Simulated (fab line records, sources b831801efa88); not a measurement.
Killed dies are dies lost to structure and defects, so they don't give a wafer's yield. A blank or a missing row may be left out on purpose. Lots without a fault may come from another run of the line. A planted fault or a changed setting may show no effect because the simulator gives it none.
fab line records | flow gf180mcu
record lots=5 wafers=15 last_day=34
route steps=602 shown V3@444 M4@456
lots that met no fault: from a run of the same line without faults
start_h: hours from the record's first day to the start of the lot's first wafer shown | wait_h: hours since the lot's step before | " the same as in the row above | L1.1+2: a row that stands for several wafers | - no value, or no start given | * or withheld: withheld | < > ~ a bound
route shown NAME@n: a module of which the file shows steps, and the number in the route of the first | usual: mean/standard deviation of fault-free wafers | same: alike in all rows | chamber/n: place in a boat | sites: the reading at each site | _std_site: their standard deviation | _edge_site: outer sites' mean less inner sites' | radius_mm: how far each site lies from the wafer's centre | mask NAME#n: copy n | behind: the tool/chamber that last shaped the wafer | hold: why the lot was held/for how many hours/how that ended | device: the transistor (n, p or np) that didn't switch | end of line: the same wafers' tests at the end of the route | a step without rows: its recipe alone | killed: dies lost to structure and defects at the first sort, not the wafer's yield | map: a wafer's dies, x killed, . not, _ none there
set.NAME: the setting as run; set.NAME@STEP: as run at that earlier step | model.NAME: the simulator's own value behind a step, which no gauge read
lots at some steps of the route; a table a step, a row a wafer
services: from which hour (start_h, from the record's first day; less than 0 if before it) a tool's chamber was out of use, for how many hours, and why
## steps
# step GF_V3_OVL_MEAS_15
# usual V3_OVL=-3/6.2
# columns lot.wafer tool chamber start_h wait_h V3_OVL[nm]
L810.4 overlay-01 - 509.14 0.1 -9
L810.5 " - " " -14
L810.6 " - " " -13
L811.3 overlay-01 - 521.21 0.1 7
L811.4 " - " " 0
L811.5 " - " " 5
L812.3 overlay-01 - 528.57 0.1 -1
L812.5 " - " " 0
L812.6 " - " " 3
L828.2 overlay-02 - 654.73 0.1 -5
L828.3 " - " " -6
L828.6 " - " " 3
L832.1 overlay-02 - 693.44 0.1 1
L832.2 " - " " 6
L832.6 " - " " 6
# step GF_V3_ETCH_16
# recipe chemistry=N2/H2 target_depth_a=withheld overetch_a=withheld time_s=withheld target=BARC ion_energy_ev=200 source_w=500 bias_w=100 pressure_mtorr=30 n2_flow_sccm=100 h2_flow_sccm=200
# usual chamber_pressure_mTorr=30.000/0.027 drypump_motor_current_A=5.2/0.51 n2_flow_sccm=100.02/0.29 oes_product_au=0.855/0.0052 throttle_valve_pct=13.226/0.0094
# columns lot.wafer tool chamber start_h wait_h chamber_pressure_mTorr drypump_motor_current_A n2_flow_sccm oes_product_au throttle_valve_pct
L810.4 rie_diel-01 2 509.16 0.0 30.023 5.5 100.01 0.859 13.212
L810.5 " 0 " " 30.012 6.1 99.63 0.856 13.238
L810.6 " 1 " " 29.983 5.2 100.11 0.862 13.235
L811.3 rie_diel-04 2 521.23 0.0 30.003 4.7 100.63 0.851 13.236
L811.4 " 1 " " 30.017 5.3 99.49 0.848 13.220
L811.5 " 1 " " 30.044 5.3 99.79 0.853 13.217
L812.3 rie_diel-04 2 528.59 0.0 29.969 4.7 100.64 0.851 13.232
L812.5 " 3 " " 29.992 4.7 99.98 0.854 13.241
L812.6 " 2 " " 30.045 4.7 100.20 0.853 13.226
L828.2 rie_diel-01 3 654.76 0.0 29.979 5.7 99.97 0.861 13.232
L828.3 " 2 " " 29.999 5.5 100.10 0.849 13.213
L828.6 " 2 " " 29.997 5.5 100.26 0.863 13.229
L832.1 rie_diel-02 1 693.48 0.0 29.996 5.0 100.30 0.851 13.225
L832.2 " 0 " " 30.021 4.7 99.11 0.847 13.231
L832.6 " 0 " " 29.995 4.7 99.80 0.845 13.220
# step GF_V3_ETCH_17
# recipe chemistry=C4F8/O2/Ar mask_material=KrF target=SiO2 stop_on=TiN source_w=1500 bias_w=1200 pressure_mtorr=40 c4f8_flow_sccm=withheld O2_flow_sccm=6 Ar_flow_sccm=300 time_s=withheld target_depth_a=6350
# step GF_V3_STRIP_18
# recipe chemistry=O2/N2 power_w=1400 pressure_mtorr=1500 platen_temp_c=250 o2_flow_sccm=3000 n2_flow_sccm=300 overash_fraction=0.5
# usual chamber_pressure_mTorr=1500.0/1.4 drypump_motor_current_A=5.6/0.37 heater_power_w=327/25 n2_flow_sccm=300.0/0.93 oes_product_au=0.592/0.0048
# columns lot.wafer tool chamber start_h wait_h chamber_pressure_mTorr drypump_motor_current_A heater_power_w n2_flow_sccm oes_product_au rf_hours_counter_h
L810.4 plasma_asher-01 1 509.32 - 1499.8 5.0 304 300.2 0.593 -
L810.5 " 0 " " 1499.3 5.6 374 299.7 0.591 -
L810.6 " 1 " " 1498.7 5.0 306 298.7 0.592 -
L811.3 plasma_asher-03 0 521.39 - 1500.3 5.8 358 301.2 0.589 -
L811.4 " 1 " " 1499.2 5.1 287 299.5 0.591 -
L811.5 " 0 " " 1500.1 5.8 355 300.8 0.582 -
L812.3 plasma_asher-04 1 528.76 - 1498.5 6.0 336 300.2 0.588 -
L812.5 " 1 " " 1499.2 6.0 348 298.2 0.593 -
L812.6 " 0 " " 1503.4 5.8 306 300.4 0.594 -
L828.2 plasma_asher-04 0 654.89 - 1498.4 5.8 310 301.8 0.599 24
L828.3 " 1 " " 1500.5 6.0 337 301.3 0.586 -
L828.6 " 0 " " 1500.6 5.8 311 301.8 0.586 -
L832.1 plasma_asher-04 0 693.61 - 1498.4 5.8 323 301.2 0.603 27
L832.2 " 1 " " 1500.1 6.0 336 299.7 0.597 27
L832.6 " 0 " " 1499.6 5.8 313 301.6 0.591 -
# step GF_V3_STRIP_19
# recipe chemistry=post_etch_residue_remover time_s=1200 temp_c=72.5
# step GF_V3_CLEAN_20
# recipe chemistry=DIW dry=n2_spin
# step GF_V3_SPUTTER_21
# recipe material=Ti target_thk_nm=15 chamber_pressure_pa=5 power_w=2500 substrate_temp_c=200 time_s=80.02
# usual throttle_valve_pct=29.8/1
# columns lot.wafer tool chamber start_h wait_h throttle_valve_pct
L810.4 pvd_sputter-04 - 509.83 0.0 30.1
L810.5 " - " " 28.8
L810.6 " - " " 30.1
L811.3 pvd_sputter-01 - 521.92 0.0 28.6
L811.4 " - " " 29.7
L811.5 " - " " 31.0
L812.3 pvd_sputter-01 - 529.29 0.0 28.5
L812.5 " - " " 28.9
L812.6 " - " " 29.4
L828.2 pvd_sputter-03 - 655.86 0.0 28.4
L828.3 " - " " 32.1
L828.6 " - " " 29.1
L832.1 pvd_sputter-04 - 694.57 0.0 30.2
L832.2 " - " " 28.8
L832.6 " - " " 30.4
# step GF_V3_SPUTTER_22
# recipe material=TiN target_thk_nm=10 chamber_pressure_pa=5 power_w=4000 time_s=40
# step GF_V3_CVD_23
# recipe material=W target_thk_nm=350 time_s=104.9 temp_c=400 pressure_torr=40
# usual heater_power_w=835/77
# columns lot.wafer tool chamber start_h wait_h heater_power_w
L810.4 cvd_w-01 0 509.97 0.1 923
L810.5 " 0 " " 935
L810.6 " 1 " " 780
L811.3 cvd_w-01 0 522.06 0.1 950
L811.4 " 1 " " 778
L811.5 " 0 " " 913
L812.3 cvd_w-01 1 529.42 0.1 796
L812.5 " 0 " " 928
L812.6 " 1 " " 765
L828.2 cvd_w-01 0 655.99 0.1 933
L828.3 " 0 " " 936
L828.6 " 0 " " 919
L832.1 cvd_w-02 0 694.67 0.0 770
L832.2 " 1 " " 746
L832.6 " 0 " " 748
# step GF_V3_RS_MEAS_24
# recipe thk_meas_gauge=four-point-probe reads=W_of_V3_CVD_23+TiN_of_V3_SPUTTER_22+Ti_of_V3_SPUTTER_21
# usual V3_W_RS=0.329/0.0049
# columns lot.wafer tool chamber start_h wait_h V3_W_RS[ohm/sq]
L810.4 film_metro-04 - 510.10 0.1 0.318
L810.5 " - " " 0.321
L810.6 " - " " 0.324
L811.3 film_metro-03 - 522.18 0.1 0.323
L811.4 " - " " 0.332
L811.5 " - " " 0.322
L812.3 film_metro-01 - 529.54 0.1 0.332
L812.5 " - " " 0.326
L812.6 " - " " 0.328
L828.2 film_metro-03 - 656.20 0.2 0.327
L828.3 " - " " 0.326
L828.6 " - " " 0.325
L832.1 film_metro-01 - 694.79 0.1 0.323
L832.2 " - " " 0.331
L832.6 " - " " 0.328
# step GF_V3_THK_MEAS_25
# recipe thk_meas_gauge=xrf reads=W_of_V3_CVD_23
# usual V3_W_THK=346/6
# columns lot.wafer tool chamber start_h wait_h V3_W_THK[nm]
L810.4 film_metro-04 - 510.19 0.1 358
L810.5 " - " " 356
L810.6 " - " " 353
L811.3 film_metro-03 - 522.28 0.1 347
L811.4 " - " " 339
L811.5 " - " " 346
L812.3 film_metro-01 - 529.64 0.1 349
L812.5 " - " " 353
L812.6 " - " " 351
L828.2 film_metro-03 - 656.31 0.1 343
L828.3 " - " " 346
L828.6 " - " " 344
L832.1 film_metro-01 - 694.91 0.1 355
L832.2 " - " " 346
L832.6 " - " " 350
# step GF_V3_CMP_26
# recipe stop_on=SiO2 down_force_psi=3.5 platen_rpm=60 t_overpolish_s=15 target_thk_nm=0 pad_velocity_m_s=0.94248
# usual motor_current_A=10.7/0.66 overpolish_run_s=15.001/0.0083 slurry_filter_dp_kPa=13.49/0.14 time_to_endpoint_s=83/5.3
# columns lot.wafer tool chamber start_h wait_h motor_current_A overpolish_run_s slurry_filter_dp_kPa time_to_endpoint_s
L810.4 cmp-02 0 510.27 0.1 11.3 15.008 13.49 86
L810.6 " 3 " " 10.3 15.014 13.55 85
L810.5 " 0 " " 11.8 14.998 13.55 90
L811.3 cmp-01 0 522.37 0.1 10.9 15.011 13.33 81
L811.4 " 1 " " 10.8 15.004 13.56 76
L811.5 " 3 " " 11.5 15.009 13.72 83
L812.3 cmp-02 3 529.78 0.1 10.6 15.002 13.38 85
L812.5 " 1 " " 10.1 15.005 13.41 89
L812.6 " 2 " " 9.6 15.014 13.44 92
L828.2 cmp-01 0 656.36 0.0 11.3 15.003 13.88 85
L828.3 " 1 " " 11.2 15.022 13.58 85
L828.6 " 1 " " 11.4 15.007 13.39 82
L832.1 cmp-01 3 695.02 0.1 10.9 14.999 13.43 87
L832.2 " 0 " " 11.6 15.010 13.66 84
L832.6 " 2 " " 10.1 15.004 13.47 72
# step GF_M4_SPUTTER_00
# recipe material=Ti target_thk_nm=37.5 arriving_ion_energy_ev=80 substrate_temp_c=200 chamber_pressure_pa=2 power_w=4000 time_s=150
# usual throttle_valve_pct=30.1/1.1
# columns lot.wafer tool chamber start_h wait_h throttle_valve_pct model.Ti_of_M4_SPUTTER_00.thk_nm
L810.4 pvd_sputter-01 - 510.52 0.2 31.0 38.03
L810.5 " - " " 29.3 37.27
L810.6 " - " " 28.9 37.66
L811.3 pvd_sputter-02 - 522.62 0.2 30.7 37.45
L811.4 " - " " 30.6 36.84
L811.5 " - " " 29.2 36.21
L812.3 pvd_sputter-03 - 529.98 0.1 28.6 37.92
L812.5 " - " " 28.6 37.68
L812.6 " - " " 28.7 38.03
L828.2 pvd_sputter-03 - 656.66 0.2 30.7 49.56
L828.3 " - " " 31.8 37.09
L828.6 " - " " 30.5 37.18
L832.1 pvd_sputter-02 - 695.27 0.2 30.4 37.29
L832.2 " - " " 29.0 36.86
L832.6 " - " " 30.5 37.02
# step GF_M4_SPUTTER_01
# recipe material=TiN target_thk_nm=30 power_w=6500 time_s=25 chamber_pressure_pa=0.4
## services
# columns tool chamber start_h hours kind
pvd_sputter-02 - 488.11 0.9 repair
cmp-02 - 490.37 0.4 repair
rie_diel-04 3 497.06 9.8 repair
cmp-02 - 511.99 0.8 repair
cmp-02 - 515.82 0.3 repair
cmp-01 - 523.26 3.9 repair
pvd_sputter-01 - 530.51 1.1 repair
pvd_sputter-03 - 536.83 2.3 repair
rie_diel-04 - 543.17 2.8 pm
rie_diel-01 - 564.48 2.8 pm
cmp-01 - 572.27 4.0 pm
pvd_sputter-03 - 588.24 3.9 repair
pvd_sputter-04 - 592.31 1.6 repair
cvd_w-01 0 592.85 2.8 repair
cmp-01 - 595.47 1.3 repair
cvd_w-01 - 596.88 1.1 repair
cmp-02 - 600.53 1.2 repair
rie_diel-01 3 600.57 8.4 repair
rie_diel-01 1 603.14 5.0 repair
cmp-02 - 624.68 5.9 pm
plasma_asher-04 - 642.03 2.8 pm
cvd_w-01 1 644.82 11.3 repair
cvd_w-01 - 683.70 6.9 pm
plasma_asher-04 - 684.95 4.4 repair
## key
first_sign none at tools or gauges
model_effect step=GF_M4_SPUTTER_00 value=Ti_of_M4_SPUTTER_00.thk_nm without=37.42 struck=49.56
met_at GF_M4_SPUTTER_00
struck_wafers L828.2
onset_between 529.98 656.66
fault kind=process_parameter_drift tool=pvd_sputter-03 chamber=- onset_h=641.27 steps=GF_M4_SPUTTER_00 channel=target_thk_nm offset=12.139 shape=step end_h=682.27 scope=struck_wafers_only acts_in=these_recipes_only stated=37.5
